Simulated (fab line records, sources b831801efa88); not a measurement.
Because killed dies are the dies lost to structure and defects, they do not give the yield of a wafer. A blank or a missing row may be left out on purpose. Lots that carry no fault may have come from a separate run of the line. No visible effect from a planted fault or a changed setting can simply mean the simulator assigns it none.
Code-filled problem report in 8D (eight disciplines) form | flow sky130 | the parts of the form that need people (team, actions taken, sign-off) are left out

## 1. THE PROBLEM
dose_ions_cm2 at SKY_LDD_P_IMPLANT_09 reads a mean of 1.103e+13 on 6 wafers of 2 lots; wafers without a fault read 9.997e+12 with a standard deviation of 1.2e+10. Relative to the usual mean, that is a shift of +86 standard deviations.
First observed at day 24 19:32: wafer L324.2, on implanter-01. At this step, 35 wafers from 12 lots have a number in the record. Rule for "out", or "out of limits": more than 4 standard deviations from the usual mean. The rest of the wafers with a number are treated as sound.

## 2. WHAT IT IS AND WHAT IT IS NOT
question                    | is                                | is not
which readings at this step | dose_ions_cm2, faraday_current_uA | -
which lots                  | L324, L325                        | L310, L311, L314, L315, L317, L319, L329, L331, L332, L333
which wafers of those lots  | all that have a number            | -
read on which tools         | implanter-01                      | implanter-02, implanter-03
when                        | from day 24 19:32                 | up to then (18 sound wafers); but 11 sound wafers of L329, L331, L332, L333 came after

## 3. SUSPECTS, AND WHAT RULES EACH OUT
Counting: a tool at a process step up to the reading stays a suspect if it ran every lot that is out and no sound lot after the first of them.
- rie_diel-02 at SKY_POLY_GATE_ETCH_16 (etches Si3N4 in CH3F/O2, stops on poly-Si, time 147.5 s, target depth 75 nm): ruled out as a lasting fault. After its first lot that is out, L324 (day 22 05:37), sound lots L329, L333 ran on it.
- implanter-01 at SKY_LDD_P_IMPLANT_09: kept. Every lot that is out went through it, starting with L324 (day 24 19:32), and after that it ran no sound lot; the last sound lot it ran before then is L319 (day 22 20:56). Out on those wafers are its own readings of dose_ions_cm2, faraday_current_uA.
The count leaves implanter-01 at SKY_LDD_P_IMPLANT_09.

## 4. THE CAUSE (what the simulator had put in)
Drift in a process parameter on implanter-01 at SKY_LDD_P_IMPLANT_09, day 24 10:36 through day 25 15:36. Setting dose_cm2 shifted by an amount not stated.
Counting left only this tool.

## 5. THE CHAIN OF EFFECTS, in route order
Each row: a reading where the mean over the struck wafers with a number is more than 3 standard deviations away from the usual. Scope: only readings with a usual standard deviation given in the record; hours: median across lots of the time from each lot's start at the first step in this table that gives one to its start at this step; sigmas: change in usual standard deviations.
hours | step                 | reading            | usual     | on struck wafers | change     | sigmas
0     | SKY_LDD_P_IMPLANT_09 | dose_ions_cm2      | 9.997e+12 | 1.103e+13        | +1.035e+12 | +86
0     | SKY_LDD_P_IMPLANT_09 | faraday_current_uA | 56.5      | 62.0             | +5.5       | +4.6
Process steps it contains:
- SKY_LDD_P_IMPLANT_09
At these later measuring or inspecting steps, every struck wafer for which the step has a row has a number for every such reading, and none has moved that far: SKY_LDD_P_TW_MEAS_11, SKY_LDD_LDN_OVL_MEAS_07.

## 6. HOW IT WOULD HAVE BEEN CAUGHT EARLIER
In this record no reading fell out of limits until day 24 19:32, 9 hours after the fault had begun at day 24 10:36.
